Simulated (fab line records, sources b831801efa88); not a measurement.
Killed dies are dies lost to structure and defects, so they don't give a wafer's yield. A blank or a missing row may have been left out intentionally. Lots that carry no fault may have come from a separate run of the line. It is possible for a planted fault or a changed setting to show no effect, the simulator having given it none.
What tool caused it? / flow gf180mcu / 13 lots, 39 wafers sampled, at 4 steps of a route of 602

## WHAT THE GAUGES READ, wafer by wafer
GF_V2_THK_MEAS_03. Usual: V2_CVD_02_THK gives 850 nm (standard deviation 9.8).
lot=L823; measured=day 18 21:28; on=film metro-01; V2_CVD_02_THK (nm)=845 858 857; flag=
lot=L825; measured=day 20 02:44; on=film metro-02; V2_CVD_02_THK (nm)=861 863 870; flag=
lot=L826; measured=day 20 16:41; on=film metro-03; V2_CVD_02_THK (nm)=829 851 857; flag=
lot=L827; measured=day 20 22:00; on=film metro-02; V2_CVD_02_THK (nm)=844 849 861; flag=
lot=L828; measured=day 21 10:49; on=film metro-02; V2_CVD_02_THK (nm)=847 863 845; flag=
lot=L829; measured=day 21 19:20; on=film metro-03; V2_CVD_02_THK (nm)=829 855 843; flag=
lot=L831; measured=day 22 10:13; on=film metro-02; V2_CVD_02_THK (nm)=849 853 867; flag=
lot=L832; measured=day 22 14:31; on=film metro-02; V2_CVD_02_THK (nm)=847 861 848; flag=
lot=L833; measured=day 22 21:46; on=film metro-01; V2_CVD_02_THK (nm)=854 872 862; flag=
lot=L840; measured=day 25 09:19; on=film metro-01; V2_CVD_02_THK (nm)=846 835 851; flag=
lot=L842; measured=day 25 23:32; on=film metro-02; V2_CVD_02_THK (nm)=860 857 863; flag=
lot=L843; measured=day 26 09:44; on=film metro-03; V2_CVD_02_THK (nm)=844 857 852; flag=
lot=L845; measured=day 26 20:53; on=film metro-01; V2_CVD_02_THK (nm)=842 856 854; flag=

GF_V2_CD_MEAS_14: the cd target is 260 nm. Usual: 259.9 nm for cd nm, sd 1.3.
lot=L823; measured=day 19 22:28; on=cd sem-01; cd nm (nm)=259.8 260.4 260.1; flag=
lot=L825; measured=day 21 03:02; on=cd sem-02; cd nm (nm)=259.2 259.1 259.3; flag=
lot=L826; measured=day 21 16:34; on=cd sem-02; cd nm (nm)=259.2 258.6 260.5; flag=
lot=L827; measured=day 21 22:10; on=cd sem-02; cd nm (nm)=259.9 260.0 258.6; flag=
lot=L828; measured=day 22 10:12; on=cd sem-01; cd nm (nm)=260.9 258.8 259.5; flag=
lot=L829; measured=day 22 18:47; on=cd sem-02; cd nm (nm)=261.0 260.4 260.5; flag=
lot=L831; measured=day 23 09:28; on=cd sem-02; cd nm (nm)=257.8 257.7 255.9; flag=
lot=L832; measured=day 23 14:20; on=cd sem-01; cd nm (nm)=259.7 259.4 259.6; flag=
lot=L833; measured=day 23 20:34; on=cd sem-02; cd nm (nm)=263.0 262.8 264.2; flag=
lot=L840; measured=day 26 06:22; on=cd sem-01; cd nm (nm)=260.9 260.9 261.3; flag=
lot=L842; measured=day 26 20:10; on=cd sem-02; cd nm (nm)=260.1 260.8 260.1; flag=
lot=L843; measured=day 27 06:13; on=cd sem-02; cd nm (nm)=260.5 258.8 260.5; flag=
lot=L845; measured=day 27 17:08; on=cd sem-02; cd nm (nm)=259.0 257.3 258.1; flag=

GF_V3_THK_MEAS_01. Usual: V3_CVD_00_THK gives 601 nm (standard deviation 6.2).
lot=L823; measured=day 21 01:19; on=film metro-04; V3_CVD_00_THK (nm)=605 599 605; flag=
lot=L825; measured=day 22 05:53; on=film metro-04; V3_CVD_00_THK (nm)=594 592 597; flag=
lot=L826; measured=day 22 18:32; on=film metro-01; V3_CVD_00_THK (nm)=592 598 596; flag=
lot=L827; measured=day 22 23:56; on=film metro-02; V3_CVD_00_THK (nm)=610 607 596; flag=
lot=L828; measured=day 23 11:45; on=film metro-02; V3_CVD_00_THK (nm)=595 604 593; flag=
lot=L829; measured=day 23 19:58; on=film metro-02; V3_CVD_00_THK (nm)=596 592 600; flag=
lot=L831; measured=day 24 10:44; on=film metro-02; V3_CVD_00_THK (nm)=599 600 596; flag=
lot=L832; measured=day 24 14:57; on=film metro-02; V3_CVD_00_THK (nm)=597 604 606; flag=
lot=L833; measured=day 24 21:37; on=film metro-04; V3_CVD_00_THK (nm)=596 590 595; flag=
lot=L840; measured=day 27 06:04; on=film metro-04; V3_CVD_00_THK (nm)=522 521 515; flag=OFF
lot=L842; measured=day 27 18:50; on=film metro-01; V3_CVD_00_THK (nm)=509 511 513; flag=OFF
lot=L843; measured=day 28 04:34; on=film metro-01; V3_CVD_00_THK (nm)=607 605 601; flag=
lot=L845; measured=day 28 15:22; on=film metro-02; V3_CVD_00_THK (nm)=602 603 615; flag=

## EACH LOT AND THE TOOL THAT RAN IT (in order: tool; ch and the chambers of the sampled wafers; start)
lot=L823; GF_V3_CVD_00=hdpcvd-01 ch 0,1,2, day 21 01:14
lot=L825; GF_V3_CVD_00=hdpcvd-01 ch 0,2, day 22 05:48
lot=L826; GF_V3_CVD_00=hdpcvd-02 ch 0,1,2, day 22 18:28
lot=L827; GF_V3_CVD_00=hdpcvd-01 ch 1,2, day 22 23:50
lot=L828; GF_V3_CVD_00=hdpcvd-02 ch 0,2, day 23 11:40
lot=L829; GF_V3_CVD_00=hdpcvd-02 ch 0,1,2, day 23 19:53
lot=L831; GF_V3_CVD_00=hdpcvd-02 ch 1,2, day 24 10:37
lot=L832; GF_V3_CVD_00=hdpcvd-02 ch 0,2, day 24 14:52
lot=L833; GF_V3_CVD_00=hdpcvd-02 ch 0,2, day 24 21:32
lot=L840; GF_V3_CVD_00=hdpcvd-01 ch 0,1, day 27 05:59
lot=L842; GF_V3_CVD_00=hdpcvd-01 ch 0, day 27 18:44
lot=L843; GF_V3_CVD_00=hdpcvd-02 ch 0,1, day 28 04:30
lot=L845; GF_V3_CVD_00=hdpcvd-02 ch 0,1,2, day 28 15:18
- GF_V3_CVD_00: deposits SiO2, target thk 600 nm, time 100 s.

## AS READ BY THE TOOLS THEMSELVES (means over the sampled wafers that have a number; for cases with no such wafer, the mark the record gives instead)
GF_V3_CVD_00. Usual: 60.00 sccm for sih4 flow sccm, sd 0.19.
lot=L823; tool=hdpcvd-01; sih4 flow sccm (sccm)=59.88; flag=
lot=L825; tool=hdpcvd-01; sih4 flow sccm (sccm)=60.08; flag=
lot=L826; tool=hdpcvd-02; sih4 flow sccm (sccm)=59.87; flag=
lot=L827; tool=hdpcvd-01; sih4 flow sccm (sccm)=59.81; flag=
lot=L828; tool=hdpcvd-02; sih4 flow sccm (sccm)=60.00; flag=
lot=L829; tool=hdpcvd-02; sih4 flow sccm (sccm)=59.78; flag=
lot=L831; tool=hdpcvd-02; sih4 flow sccm (sccm)=59.88; flag=
lot=L832; tool=hdpcvd-02; sih4 flow sccm (sccm)=60.18; flag=
lot=L833; tool=hdpcvd-02; sih4 flow sccm (sccm)=60.14; flag=
lot=L840; tool=hdpcvd-01; sih4 flow sccm (sccm)=51.12; flag=OFF
lot=L842; tool=hdpcvd-01; sih4 flow sccm (sccm)=50.94; flag=OFF
lot=L843; tool=hdpcvd-02; sih4 flow sccm (sccm)=59.89; flag=
lot=L845; tool=hdpcvd-02; sih4 flow sccm (sccm)=59.97; flag=

## THE ANSWER, worked out from the rows above alone
Rule: take the mean of a lot's wafers that have a number; if it is more than 3 standard deviations from the usual mean, the lot is off. A lot without any number at a reading at which 4 lots or more have one is off too. Where the step has rows for the other lots, those lots are counted as sound. The gauges are gone through in route order, then the tools' own readings, and for those a lot's mean is taken as printed above. At the first step where some lot is off, the reading lying furthest off is the one used; lots without a number count as furthest.
Off: L840, L842, at GF_V3_THK_MEAS_01 (V3_CVD_00_THK).
If a tool, at a process step before that reading, ran all the lots that are off and no sound lot after the first of them, it fits. Not tried: the gauges at GF_V3_THK_MEAS_01; whatever is off there is also off at GF_V3_CVD_00, on other tools, and gauge error can't account for it. One fits: hdpcvd-01 at GF_V3_CVD_00. A fault onset in the window from L827 (day 22 23:50, its last sound lot) to L840 (day 27 05:59, its first lot off) fits.
The tool's own readings at GF_V3_CVD_00 bear it out: on the lots that are off they differ by more than 5 times the standard deviation of the sound lots' means. sih4 flow sccm reads 51.03 sccm there against 59.95 sccm on the sound lots.

## WHAT HAD BEEN PUT IN BY THE SIMULATOR
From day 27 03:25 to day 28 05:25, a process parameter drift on hdpcvd-01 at GF_V3_CVD_00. Setting sih4 flow sccm, moved by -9, from 60. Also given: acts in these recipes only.
Lots struck among those shown: L840, L842. Same finding as the rule above.
